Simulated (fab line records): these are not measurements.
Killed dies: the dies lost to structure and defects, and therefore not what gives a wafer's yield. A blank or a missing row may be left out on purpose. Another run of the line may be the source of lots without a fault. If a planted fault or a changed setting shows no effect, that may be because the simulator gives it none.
Which tool was responsible? -- flow gf180mcu -- 33 wafers from 11 lots sampled at 6 of the route's 602 steps

## WHAT THE GAUGES SHOWED, per wafer
GF_STI_THK_MEAS_04.
lot,measured,on,STI_CVD_03_THK (nm)
L461,day 1 22:31,film-metro-03,206.2 206.5 207.5
L464,day 2 13:43,film-metro-01,207.8 208.9 208.1
L466,day 2 20:21,film-metro-01,210.3 208.3 208.1
L467,day 3 06:00,film-metro-04,210.3 209.0 210.3
L469,day 3 14:35,film-metro-03,206.6 206.6 208.0
L470,day 3 20:03,film-metro-03,206.8 206.3 207.1
L473,day 4 08:23,film-metro-01,207.7 205.8 206.0
L475,day 4 16:35,film-metro-03,204.7 204.4 204.9
L477,day 5 02:37,film-metro-01,209.3 209.0 207.2
L478,day 5 07:34,film-metro-03,207.4 208.9 206.8
L480,day 5 17:54,film-metro-03,194.1 194.4 193.3

GF_CONTACT_OVL_MEAS_15.
lot,measured,on,CONTACT_OVL (nm)
L461,day 17 05:10,overlay-02,-1 -3 -8
L464,day 17 18:15,overlay-02,-2 -3 2
L466,day 18 06:55,overlay-01,1 2 -2
L467,day 19 11:42,overlay-02,2 2 5
L469,day 19 11:01,overlay-01,-3 -3 -2
L470,day 19 20:37,overlay-02,-3 3 1
L473,day 20 23:16,overlay-01,-12 -5 -10
L475,day 21 11:07,overlay-02,-4 -2 -6
L477,day 22 06:37,overlay-02,-12 -1 -7
L478,day 22 15:22,overlay-02,2 -5 -10
L480,day 23 06:37,overlay-02,5 -1 1

## EACH LOT AND THE TOOL THAT RAN IT (in order: tool; ch and the chambers of the sampled wafers; start)
lot,GF_STI_CVD_03,GF_STI_ETCH_13,GF_VT_IMPLANT_STRIP_31,GF_SAB_STRIP_13
L461,"lpcvd-02 ch 0, day 1 20:30","rie-diel-04 ch 2,3, day 2 09:04","plasma-asher-03 ch 0,1, day 7 17:47","plasma-asher-01 ch 0, day 16 05:41"
L464,"lpcvd-01 ch 1, day 2 11:44","rie-diel-02 ch 0,1,3, day 3 00:46","plasma-asher-01 ch 0,1, day 8 06:05","plasma-asher-04 ch 0,1, day 16 17:33"
L466,"lpcvd-01 ch 0, day 2 18:22","rie-diel-04 ch 0,1,3, day 3 07:13","plasma-asher-01 ch 0,1, day 8 17:47","plasma-asher-04 ch 0,1, day 17 06:33"
L467,"lpcvd-01 ch 0, day 3 04:01","rie-diel-04 ch 0,3, day 3 17:40","plasma-asher-02 ch 0,1, day 9 06:52","plasma-asher-01 ch 0,1, day 18 09:43"
L469,"lpcvd-01 ch 1, day 3 12:36","rie-diel-02 ch 0,1,2, day 4 02:16","plasma-asher-03 ch 0,1, day 9 08:05","plasma-asher-01 ch 0,1, day 18 09:18"
L470,"lpcvd-02 ch 0, day 3 18:04","rie-diel-01 ch 2,3, day 4 07:58","plasma-asher-03 ch 0,1, day 9 15:22","plasma-asher-04 ch 0,1, day 18 18:47"
L473,"lpcvd-02 ch 1, day 4 06:23","rie-diel-01 ch 1,3, day 4 21:58","plasma-asher-03 ch 0,1, day 10 09:53","plasma-asher-03 ch 0,1, day 19 20:48"
L475,"lpcvd-01 ch 1, day 4 14:34","rie-diel-04 ch 1,2,3, day 5 06:43","plasma-asher-01 ch 0,1, day 10 21:31","plasma-asher-04 ch 0,1, day 20 09:09"
L477,"lpcvd-01 ch 0, day 5 00:36","rie-diel-02 ch 0,1,3, day 5 16:19","plasma-asher-01 ch 0,1, day 11 08:46","plasma-asher-03 ch 0,1, day 21 06:03"
L478,"lpcvd-02 ch 0, day 5 05:34","rie-diel-02 ch 0,1, day 5 21:52","plasma-asher-02 ch 1, day 11 13:56","plasma-asher-01 ch 0, day 21 12:48"
L480,"lpcvd-01 ch 1, day 5 15:55","rie-diel-01 ch 0,1,3, day 6 08:43","plasma-asher-01 ch 0,1, day 12 04:38","plasma-asher-01 ch 0,1, day 22 05:59"
- GF_STI_CVD_03: deposits Si3N4 from DCS/NH3, target thk 207.16 nm, time 3551 s.
- GF_STI_ETCH_13: etches the open film in CHF3/O2, stops on Si, target depth 282.31 nm, time 112.9 s.
- GF_VT_IMPLANT_STRIP_31: strips in O2/N2.
- GF_SAB_STRIP_13: strips in O2/N2.

## AS READ BY THE TOOLS THEMSELVES (means over the sampled wafers that have a number; for cases with no such wafer, the mark the record gives instead)
GF_STI_CVD_03.
lot,tool,pressure-mtorr (mTorr)
L461,lpcvd-02,249.7
L464,lpcvd-01,249.6
L466,lpcvd-01,249.6
L467,lpcvd-01,250.1
L469,lpcvd-01,250.4
L470,lpcvd-02,249.9
L473,lpcvd-02,249.6
L475,lpcvd-01,249.4
L477,lpcvd-01,249.8
L478,lpcvd-02,249.9
L480,lpcvd-01,199.6

GF_STI_ETCH_13.
lot,tool,drypump-motor-current-A (A),oes-product-au (a.u.),throttle-valve-pct (%)
L461,rie-diel-04,5.4,0.817,8.803
L464,rie-diel-02,5.6,0.826,8.800
L466,rie-diel-04,5.5,0.822,8.819
L467,rie-diel-04,5.7,0.832,8.813
L469,rie-diel-02,5.5,0.824,8.799
L470,rie-diel-01,5.9,0.825,8.813
L473,rie-diel-01,5.7,0.820,8.814
L475,rie-diel-04,5.4,0.818,8.809
L477,rie-diel-02,5.5,0.823,8.815
L478,rie-diel-02,5.8,0.825,8.808
L480,rie-diel-01,5.6,0.795,8.807

GF_VT_IMPLANT_STRIP_31.
lot,tool,drypump-motor-current-A (A),heater-power-w (W),oes-product-au (a.u.),strip-time-to-endpoint-s (s)
L461,plasma-asher-03,6.3,294,0.713,12.65
L464,plasma-asher-01,5.5,310,0.719,12.62
L466,plasma-asher-01,5.6,307,0.716,12.72
L467,plasma-asher-02,5.4,324,0.715,12.66
L469,plasma-asher-03,6.3,294,0.714,12.57
L470,plasma-asher-03,6.3,294,0.711,12.64
L473,plasma-asher-03,6.3,295,0.720,12.62
L475,plasma-asher-01,5.6,308,0.715,12.62
L477,plasma-asher-01,5.6,307,0.716,12.63
L478,plasma-asher-02,5.3,332,0.717,12.62
L480,plasma-asher-01,5.5,308,0.722,12.65

GF_SAB_STRIP_13.
lot,tool,drypump-motor-current-A (A),heater-power-w (W),oes-product-au (a.u.),strip-time-to-endpoint-s (s)
L461,plasma-asher-01,5.4,311,0.707,12.61
L464,plasma-asher-04,6.0,341,0.706,12.65
L466,plasma-asher-04,5.7,370,0.712,12.66
L467,plasma-asher-01,5.6,304,0.708,12.61
L469,plasma-asher-01,5.5,310,0.708,12.57
L470,plasma-asher-04,6.0,335,0.703,12.59
L473,plasma-asher-03,6.4,299,0.711,12.60
L475,plasma-asher-04,5.8,371,0.714,12.64
L477,plasma-asher-03,6.4,297,0.707,12.61
L478,plasma-asher-01,5.4,314,0.712,12.58
L480,plasma-asher-01,5.6,304,0.714,12.64

## THE ANSWER, worked out from the rows above alone
Rule: what is usual is taken from the lots themselves. The widest of any qualifying gaps counts: lots, ordered by their means at a reading, are off when they make up no more than a third of the lots, leave a main group of 4 or more, and stand apart from it by 3 or more times the standard deviation of that group's means. A main group whose means are all the same, to the digits that the tables above print for the reading, isn't used. A lot without any number at a reading at which 4 lots or more have one is off too. The other lots that the step has rows for count as sound. The gauges are gone through in route order, then the tools' own readings, and for those a lot's mean is taken as printed above. At the first step where some lot is off, the reading lying furthest off is the one used; lots without a number count as furthest.
Off: L480, at GF_STI_THK_MEAS_04 (STI_CVD_03_THK). For the main group the mean is 207.5 nm and the standard deviation 1.4.
A tool fits if, at a process step before that reading, it ran every lot that is off, and no sound lot after the first of them. Not tried: the gauges at GF_STI_THK_MEAS_04; whatever is off there is also off at GF_STI_CVD_03, on other tools, and gauge error can't account for it. One fits: lpcvd-01 at GF_STI_CVD_03. Its last sound lot is L477 (day 5 00:36), its first lot that is off L480 (day 5 15:55): a fault that began between those two fits.
The tool's own readings at GF_STI_CVD_03 bear it out: on the lots that are off they differ by more than 5 times the standard deviation of the sound lots' means. pressure-mtorr reads 199.6 mTorr there against 249.8 mTorr on the sound lots.

## WHAT THE SIMULATOR PUT IN
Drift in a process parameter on lpcvd-01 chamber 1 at GF_STI_CVD_03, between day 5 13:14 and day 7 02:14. From 250, the setting pressure-mtorr moved by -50. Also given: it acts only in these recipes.
Struck lots among those shown: L480. The same result came from the rule above.
